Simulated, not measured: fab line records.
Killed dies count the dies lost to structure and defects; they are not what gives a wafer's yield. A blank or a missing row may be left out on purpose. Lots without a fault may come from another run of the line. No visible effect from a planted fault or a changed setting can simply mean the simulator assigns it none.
Which tool was responsible? || flow sky130 || 36 wafers from 12 lots sampled at 6 of the route's 708 steps

== WHAT THE GAUGES READ, wafer by wafer ==
SKY_VT_ADJUST_NCORE_CD_MEAS_07: target cd 380 nm. Usual: cd_nm reads 379.8 nm (standard deviation 2.6).
{"lot": "L585", "measured": "day 8 16:59", "on": "cd_sem-02", "cd_nm (nm)": "375.7 375.0 376.9", "flag": ""}
{"lot": "L586", "measured": "day 9 00:54", "on": "cd_sem-01", "cd_nm (nm)": "376.6 377.8 378.1", "flag": ""}
{"lot": "L587", "measured": "day 9 09:28", "on": "cd_sem-01", "cd_nm (nm)": "377.1 377.6 377.8", "flag": ""}
{"lot": "L595", "measured": "day 11 18:34", "on": "cd_sem-01", "cd_nm (nm)": "376.7 380.7 379.0", "flag": ""}
{"lot": "L597", "measured": "day 12 05:27", "on": "cd_sem-01", "cd_nm (nm)": "377.6 378.9 378.3", "flag": ""}
{"lot": "L598", "measured": "day 12 13:52", "on": "cd_sem-01", "cd_nm (nm)": "382.8 380.1 379.9", "flag": ""}
{"lot": "L600", "measured": "day 13 02:10", "on": "cd_sem-02", "cd_nm (nm)": "383.9 383.2 384.6", "flag": ""}
{"lot": "L601", "measured": "day 13 09:28", "on": "cd_sem-01", "cd_nm (nm)": "381.0 381.0 380.2", "flag": ""}
{"lot": "L604", "measured": "day 14 11:55", "on": "cd_sem-01", "cd_nm (nm)": "379.9 379.1 379.7", "flag": ""}
{"lot": "L605", "measured": "day 14 18:03", "on": "cd_sem-01", "cd_nm (nm)": "380.0 379.3 377.7", "flag": ""}
{"lot": "L606", "measured": "day 15 06:49", "on": "cd_sem-02", "cd_nm (nm)": "379.5 382.9 382.2", "flag": ""}
{"lot": "L607", "measured": "day 15 09:01", "on": "cd_sem-01", "cd_nm (nm)": "379.7 377.0 376.8", "flag": ""}

SKY_VT_ADJUST_NCORE_OVL_MEAS_08. Usual: VT_ADJUST_NCORE_OVL typically reads -0.1 nm, with standard deviation 1.4.
{"lot": "L585", "measured": "day 8 17:05", "on": "overlay-02", "VT_ADJUST_NCORE_OVL (nm)": "-0.6 -0.5 0.5", "flag": ""}
{"lot": "L586", "measured": "day 9 00:59", "on": "overlay-02", "VT_ADJUST_NCORE_OVL (nm)": "1.3 1.3 2.2", "flag": ""}
{"lot": "L587", "measured": "day 9 09:35", "on": "overlay-01", "VT_ADJUST_NCORE_OVL (nm)": "0.3 1.3 1.3", "flag": ""}
{"lot": "L595", "measured": "day 11 18:41", "on": "overlay-01", "VT_ADJUST_NCORE_OVL (nm)": "-0.2 -1.6 -0.1", "flag": ""}
{"lot": "L597", "measured": "day 12 05:32", "on": "overlay-01", "VT_ADJUST_NCORE_OVL (nm)": "-1.3 0.4 0.3", "flag": ""}
{"lot": "L598", "measured": "day 12 13:59", "on": "overlay-02", "VT_ADJUST_NCORE_OVL (nm)": "0.3 -1.9 -0.2", "flag": ""}
{"lot": "L600", "measured": "day 13 02:17", "on": "overlay-02", "VT_ADJUST_NCORE_OVL (nm)": "-1.8 -0.6 -3.9", "flag": ""}
{"lot": "L601", "measured": "day 13 09:35", "on": "overlay-02", "VT_ADJUST_NCORE_OVL (nm)": "-1.2 -0.3 0.1", "flag": ""}
{"lot": "L604", "measured": "day 14 12:02", "on": "overlay-02", "VT_ADJUST_NCORE_OVL (nm)": "1.2 0.0 -0.8", "flag": ""}
{"lot": "L605", "measured": "day 14 18:08", "on": "overlay-01", "VT_ADJUST_NCORE_OVL (nm)": "-0.5 -1.2 -2.3", "flag": ""}
{"lot": "L606", "measured": "day 15 06:54", "on": "overlay-01", "VT_ADJUST_NCORE_OVL (nm)": "0.5 -1.2 -0.4", "flag": ""}
{"lot": "L607", "measured": "day 15 09:07", "on": "overlay-02", "VT_ADJUST_NCORE_OVL (nm)": "-1.5 0.2 -0.5", "flag": ""}

SKY_LDD_N_TW_MEAS_17. Usual: LDD_N_TW typically reads 2593, with standard deviation 11.
{"lot": "L585", "measured": "day 17 21:16", "on": "film_metro-01", "LDD_N_TW": "2589 2589 2590", "flag": ""}
{"lot": "L586", "measured": "day 18 07:01", "on": "film_metro-03", "LDD_N_TW": "2594 2585 2592", "flag": ""}
{"lot": "L587", "measured": "day 18 22:39", "on": "film_metro-03", "LDD_N_TW": "2576 2592 2587", "flag": ""}
{"lot": "L595", "measured": "day 21 21:00", "on": "film_metro-03", "LDD_N_TW": "2556 2563 2554", "flag": "OFF"}
{"lot": "L597", "measured": "day 22 14:01", "on": "film_metro-03", "LDD_N_TW": "2549 2536 2549", "flag": "OFF"}
{"lot": "L598", "measured": "day 23 02:00", "on": "film_metro-02", "LDD_N_TW": "2601 2620 2587", "flag": ""}
{"lot": "L600", "measured": "day 23 13:59", "on": "film_metro-02", "LDD_N_TW": "2593 2595 2597", "flag": ""}
{"lot": "L601", "measured": "day 23 22:05", "on": "film_metro-02", "LDD_N_TW": "2589 2583 2598", "flag": ""}
{"lot": "L604", "measured": "day 25 03:35", "on": "film_metro-01", "LDD_N_TW": "2590 2595 2595", "flag": ""}
{"lot": "L605", "measured": "day 25 09:04", "on": "film_metro-02", "LDD_N_TW": "2601 2590 2602", "flag": ""}
{"lot": "L606", "measured": "day 25 20:01", "on": "film_metro-01", "LDD_N_TW": "2585 2597 2573", "flag": ""}
{"lot": "L607", "measured": "day 25 23:43", "on": "film_metro-01", "LDD_N_TW": "2600 2589 2600", "flag": ""}

SKY_SD_P_OVL_MEAS_08. Usual: SD_P_OVL typically reads 0.6 nm, with standard deviation 1.5.
{"lot": "L585", "measured": "day 25 12:09", "on": "overlay-02", "SD_P_OVL (nm)": "-2.2 1.9 1.2", "flag": ""}
{"lot": "L586", "measured": "day 25 21:14", "on": "overlay-02", "SD_P_OVL (nm)": "-0.9 0.0 1.0", "flag": ""}
{"lot": "L587", "measured": "day 26 11:50", "on": "overlay-01", "SD_P_OVL (nm)": "1.8 1.2 2.5", "flag": ""}
{"lot": "L595", "measured": "day 29 06:11", "on": "overlay-01", "SD_P_OVL (nm)": "1.3 0.8 1.7", "flag": ""}
{"lot": "L597", "measured": "day 29 20:59", "on": "overlay-01", "SD_P_OVL (nm)": "1.9 1.7 -1.0", "flag": ""}
{"lot": "L598", "measured": "day 30 10:50", "on": "overlay-02", "SD_P_OVL (nm)": "-1.7 -0.5 -0.3", "flag": ""}
{"lot": "L600", "measured": "day 30 22:44", "on": "overlay-01", "SD_P_OVL (nm)": "2.2 2.5 0.0", "flag": ""}
{"lot": "L601", "measured": "day 31 04:14", "on": "overlay-02", "SD_P_OVL (nm)": "1.8 0.3 0.9", "flag": ""}
{"lot": "L604", "measured": "day 32 07:08", "on": "overlay-02", "SD_P_OVL (nm)": "1.3 2.4 0.4", "flag": ""}
{"lot": "L605", "measured": "day 32 13:47", "on": "overlay-02", "SD_P_OVL (nm)": "0.5 -0.7 0.6", "flag": ""}
{"lot": "L606", "measured": "day 33 00:32", "on": "overlay-02", "SD_P_OVL (nm)": "-0.7 -0.8 -1.2", "flag": ""}
{"lot": "L607", "measured": "day 33 03:12", "on": "overlay-01", "SD_P_OVL (nm)": "3.6 2.1 1.9", "flag": ""}

== WHICH TOOL RAN EACH LOT (tool, then ch and the chambers of the sampled wafers, then the start) ==
{"lot": "L585", "SKY_LDD_N_IMPLANT_10": "implanter-03 ch 0, day 17 20:16", "SKY_LDD_N_STRIP_16": "plasma_asher-01 ch 0, day 17 21:09"}
{"lot": "L586", "SKY_LDD_N_IMPLANT_10": "implanter-02 ch 0, day 18 06:03", "SKY_LDD_N_STRIP_16": "plasma_asher-01 ch 0,1, day 18 06:56"}
{"lot": "L587", "SKY_LDD_N_IMPLANT_10": "implanter-04 ch 0, day 18 21:39", "SKY_LDD_N_STRIP_16": "plasma_asher-01 ch 0,1, day 18 22:33"}
{"lot": "L595", "SKY_LDD_N_IMPLANT_10": "implanter-04 ch 0, day 21 20:00", "SKY_LDD_N_STRIP_16": "plasma_asher-03 ch 0,1, day 21 20:54"}
{"lot": "L597", "SKY_LDD_N_IMPLANT_10": "implanter-04 ch 0, day 22 13:03", "SKY_LDD_N_STRIP_16": "plasma_asher-03 ch 0,1, day 22 13:56"}
{"lot": "L598", "SKY_LDD_N_IMPLANT_10": "implanter-03 ch 0, day 23 01:00", "SKY_LDD_N_STRIP_16": "plasma_asher-03 ch 0,1, day 23 01:54"}
{"lot": "L600", "SKY_LDD_N_IMPLANT_10": "implanter-02 ch 0, day 23 12:59", "SKY_LDD_N_STRIP_16": "plasma_asher-01 ch 0,1, day 23 13:53"}
{"lot": "L601", "SKY_LDD_N_IMPLANT_10": "implanter-02 ch 0, day 23 21:05", "SKY_LDD_N_STRIP_16": "plasma_asher-01 ch 0,1, day 23 21:59"}
{"lot": "L604", "SKY_LDD_N_IMPLANT_10": "implanter-03 ch 0, day 25 02:35", "SKY_LDD_N_STRIP_16": "plasma_asher-01 ch 0,1, day 25 03:29"}
{"lot": "L605", "SKY_LDD_N_IMPLANT_10": "implanter-02 ch 0, day 25 08:06", "SKY_LDD_N_STRIP_16": "plasma_asher-02 ch 0,1, day 25 08:59"}
{"lot": "L606", "SKY_LDD_N_IMPLANT_10": "implanter-02 ch 0, day 25 19:03", "SKY_LDD_N_STRIP_16": "plasma_asher-01 ch 0,1, day 25 19:56"}
{"lot": "L607", "SKY_LDD_N_IMPLANT_10": "implanter-04 ch 0, day 25 22:43", "SKY_LDD_N_STRIP_16": "plasma_asher-01 ch 0,1, day 25 23:36"}
- SKY_LDD_N_IMPLANT_10
- SKY_LDD_N_STRIP_16: strips in O2/N2.

== WHAT THE TOOLS THEMSELVES READ (means of the sampled wafers that have a number; where no wafer has one, the mark that the record gives instead) ==
SKY_LDD_N_IMPLANT_10. Usual: dose_ions_cm2 7.5e+13, standard deviation 8.2e+10; faraday_current_uA 423, standard deviation 8.7.
{"lot": "L585", "tool": "implanter-03", "dose_ions_cm2": 7.5e+13, "faraday_current_uA": 426, "flag": ""}
{"lot": "L586", "tool": "implanter-02", "dose_ions_cm2": 7.5e+13, "faraday_current_uA": 421, "flag": ""}
{"lot": "L587", "tool": "implanter-04", "dose_ions_cm2": 7.5e+13, "faraday_current_uA": 420, "flag": ""}
{"lot": "L595", "tool": "implanter-04", "dose_ions_cm2": 4.7e+13, "faraday_current_uA": 265, "flag": "OFF"}
{"lot": "L597", "tool": "implanter-04", "dose_ions_cm2": 4.7e+13, "faraday_current_uA": 268, "flag": "OFF"}
{"lot": "L598", "tool": "implanter-03", "dose_ions_cm2": 7.5e+13, "faraday_current_uA": 420, "flag": ""}
{"lot": "L600", "tool": "implanter-02", "dose_ions_cm2": 7.5e+13, "faraday_current_uA": 420, "flag": ""}
{"lot": "L601", "tool": "implanter-02", "dose_ions_cm2": 7.5e+13, "faraday_current_uA": 425, "flag": ""}
{"lot": "L604", "tool": "implanter-03", "dose_ions_cm2": 7.5e+13, "faraday_current_uA": 415, "flag": ""}
{"lot": "L605", "tool": "implanter-02", "dose_ions_cm2": 7.5e+13, "faraday_current_uA": 421, "flag": ""}
{"lot": "L606", "tool": "implanter-02", "dose_ions_cm2": 7.5e+13, "faraday_current_uA": 421, "flag": ""}
{"lot": "L607", "tool": "implanter-04", "dose_ions_cm2": 7.5e+13, "faraday_current_uA": 417, "flag": ""}

SKY_LDD_N_STRIP_16. Usual: drypump_motor_current_A 5.7 A, standard deviation 0.5; n2_flow_sccm 300.1 sccm, standard deviation 0.97; oes_product_au 0.406 a.u., standard deviation 0.0046; strip_time_to_endpoint_s 4.317 s, standard deviation 0.014.
{"lot": "L585", "tool": "plasma_asher-01", "drypump_motor_current_A (A)": 5.8, "n2_flow_sccm (sccm)": 301.0, "oes_product_au (a.u.)": 0.405, "strip_time_to_endpoint_s (s)": 4.301, "flag": ""}
{"lot": "L586", "tool": "plasma_asher-01", "drypump_motor_current_A (A)": 5.2, "n2_flow_sccm (sccm)": 300.2, "oes_product_au (a.u.)": 0.403, "strip_time_to_endpoint_s (s)": 4.300, "flag": ""}
{"lot": "L587", "tool": "plasma_asher-01", "drypump_motor_current_A (A)": 5.5, "n2_flow_sccm (sccm)": 300.3, "oes_product_au (a.u.)": 0.404, "strip_time_to_endpoint_s (s)": 4.332, "flag": ""}
{"lot": "L595", "tool": "plasma_asher-03", "drypump_motor_current_A (A)": 6.2, "n2_flow_sccm (sccm)": 299.3, "oes_product_au (a.u.)": 0.406, "strip_time_to_endpoint_s (s)": 4.246, "flag": "OFF"}
{"lot": "L597", "tool": "plasma_asher-03", "drypump_motor_current_A (A)": 6.2, "n2_flow_sccm (sccm)": 299.3, "oes_product_au (a.u.)": 0.411, "strip_time_to_endpoint_s (s)": 4.241, "flag": "OFF"}
{"lot": "L598", "tool": "plasma_asher-03", "drypump_motor_current_A (A)": 6.2, "n2_flow_sccm (sccm)": 299.0, "oes_product_au (a.u.)": 0.406, "strip_time_to_endpoint_s (s)": 4.313, "flag": ""}
{"lot": "L600", "tool": "plasma_asher-01", "drypump_motor_current_A (A)": 5.2, "n2_flow_sccm (sccm)": 301.0, "oes_product_au (a.u.)": 0.407, "strip_time_to_endpoint_s (s)": 4.310, "flag": ""}
{"lot": "L601", "tool": "plasma_asher-01", "drypump_motor_current_A (A)": 5.5, "n2_flow_sccm (sccm)": 299.4, "oes_product_au (a.u.)": 0.407, "strip_time_to_endpoint_s (s)": 4.317, "flag": ""}
{"lot": "L604", "tool": "plasma_asher-01", "drypump_motor_current_A (A)": 5.2, "n2_flow_sccm (sccm)": 300.6, "oes_product_au (a.u.)": 0.410, "strip_time_to_endpoint_s (s)": 4.326, "flag": ""}
{"lot": "L605", "tool": "plasma_asher-02", "drypump_motor_current_A (A)": 5.4, "n2_flow_sccm (sccm)": 300.6, "oes_product_au (a.u.)": 0.405, "strip_time_to_endpoint_s (s)": 4.314, "flag": ""}
{"lot": "L606", "tool": "plasma_asher-01", "drypump_motor_current_A (A)": 5.2, "n2_flow_sccm (sccm)": 299.6, "oes_product_au (a.u.)": 0.407, "strip_time_to_endpoint_s (s)": 4.307, "flag": ""}
{"lot": "L607", "tool": "plasma_asher-01", "drypump_motor_current_A (A)": 5.2, "n2_flow_sccm (sccm)": 300.7, "oes_product_au (a.u.)": 0.406, "strip_time_to_endpoint_s (s)": 4.304, "flag": ""}

== THE ANSWER, worked out from the rows above alone ==
Rule: lot off if the mean of its wafers having a number is beyond 3 standard deviations from the usual mean. Also off: a lot with no number at a reading for which 4 or more lots have one. All remaining lots with rows at the step are treated as sound. After the gauges, taken in route order, come the tools' own readings; for these a lot's mean is taken, as printed above. The first step at which some lot is off is used, and at that step the reading that is off furthest; a lot without a number counts as furthest.
Off: L595, L597, seen at SKY_LDD_N_TW_MEAS_17 (LDD_N_TW).
If a tool, at a process step before that reading, ran all the lots that are off and no sound lot after the first of them, it fits. The gauges at SKY_LDD_N_TW_MEAS_17 aren't tried: what is off there is off at SKY_LDD_N_IMPLANT_10 too, on other tools, and a gauge's error can't cause that. Not one of the candidates tried fits.

== WHAT WAS PUT IN BY THE SIMULATOR ==
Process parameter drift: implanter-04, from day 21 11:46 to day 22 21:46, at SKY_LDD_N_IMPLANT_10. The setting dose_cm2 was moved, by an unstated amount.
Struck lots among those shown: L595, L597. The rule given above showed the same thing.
